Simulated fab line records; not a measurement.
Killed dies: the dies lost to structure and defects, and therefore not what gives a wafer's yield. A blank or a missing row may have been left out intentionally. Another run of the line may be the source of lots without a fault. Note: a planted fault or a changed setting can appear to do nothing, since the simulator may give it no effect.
Chamber matching | flow sky130 | SKY_PAD_OPEN_ETCH_07 on rie_diel-02 has 4 sister chambers
The step etches the open film in CF4/O2, stops on AlCu, target depth 725 nm, time 161.1 s. 18 wafers are shown with their chamber, then 9 later ones without.

## WAFERS PAIRED WITH THEIR CHAMBERS
wafer  | chamber | oes_product_au (a.u.) | rf_fwd_power_W (W) | throttle_valve_pct (%)
L074.1 | 2       | 0.986                 | 792.6              | 5.979
L074.3 | 1       | 0.980                 | 798.2              | 5.960
L074.5 | 2       | 0.981                 | 794.5              | 5.958
L075.2 | 1       | 0.970                 | 794.5              | 5.961
L075.3 | 3       | 0.970                 | 798.0              | 5.970
L075.5 | 2       | 0.975                 | 795.8              | 5.977
L079.2 | 3       | 0.967                 | 797.0              | 5.968
L079.4 | 0       | 0.987                 | 795.9              | 5.967
L079.5 | 0       | 0.982                 | 796.7              | 5.961
L083.2 | 1       | 0.967                 | 793.4              | 5.968
L083.3 | 2       | 0.971                 | 797.1              | 5.968
L083.5 | 2       | 0.978                 | 794.1              | 5.958
L082.1 | 1       | 0.962                 | 801.1              | 5.957
L082.2 | 2       | 0.964                 | 791.0              | 5.942
L082.5 | 3       | 0.962                 | 799.6              | 5.957
L086.2 | 3       | 0.966                 | 798.7              | 5.962
L086.3 | 1       | 0.975                 | 795.1              | 5.974
L086.5 | 1       | 0.969                 | 798.4              | 5.956

SIGNATURES, as means of the wafers listed above
reading            | chamber 0 | chamber 1 | chamber 2 | chamber 3 | scatter within a chamber
oes_product_au     | 0.98450   | 0.97050   | 0.97583   | 0.96625   | 0.00622
rf_fwd_power_W     | 796.300   | 796.783   | 794.183   | 798.325   | 2.25
throttle_valve_pct | 5.96400   | 5.96267   | 5.96367   | 5.96425   | 0.00975
Rule: distance of a wafer from a chamber = root of the sum over the readings of ((wafer's reading minus chamber's mean) / reading's scatter) squared. The wafer belongs to the nearest chamber; if the next one is less than 2 further off, it can't be placed. The scatter is the square root of a quotient: the sum, over the shown wafers, of each reading's squared deviation from its chamber's mean, divided by wafers minus chambers.

## WAFERS MISSING THEIR CHAMBER
wafer  | oes_product_au (a.u.) | rf_fwd_power_W (W) | throttle_valve_pct (%)
L088.1 | 0.977                 | 795.9              | 5.953
L088.2 | 0.974                 | 795.9              | 5.972
L088.6 | 0.960                 | 800.7              | 5.952
L091.3 | 0.980                 | 796.1              | 5.966
L091.4 | 0.984                 | 798.6              | 5.960
L091.6 | 0.987                 | 793.3              | 5.965
L094.2 | 0.977                 | 797.5              | 5.953
L094.3 | 0.983                 | 794.7              | 5.969
L094.4 | 0.985                 | 798.8              | 5.963

## EACH ONE'S CHAMBER
wafer  | from the rows above               | in truth
L088.1 | can't be placed: 2 or 1 or 0 or 3 | 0
L088.2 | can't be placed: 1 or 2 or 3 or 0 | 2
L088.6 | can't be placed: 3 or 1           | 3
L091.3 | can't be placed: 0 or 2 or 1 or 3 | 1
L091.4 | can't be placed: 0 or 1 or 2 or 3 | 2
L091.6 | can't be placed: 0 or 2 or 1      | 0
L094.2 | can't be placed: 1 or 0 or 2 or 3 | 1
L094.3 | can't be placed: 0 or 2 or 1      | 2
L094.4 | can't be placed: 0 or 1 or 2 or 3 | 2
0 of 9 placed correctly. Cannot be placed on the basis of these rows: 9; the candidates contain the true chamber in 9. 0 placed wrongly.
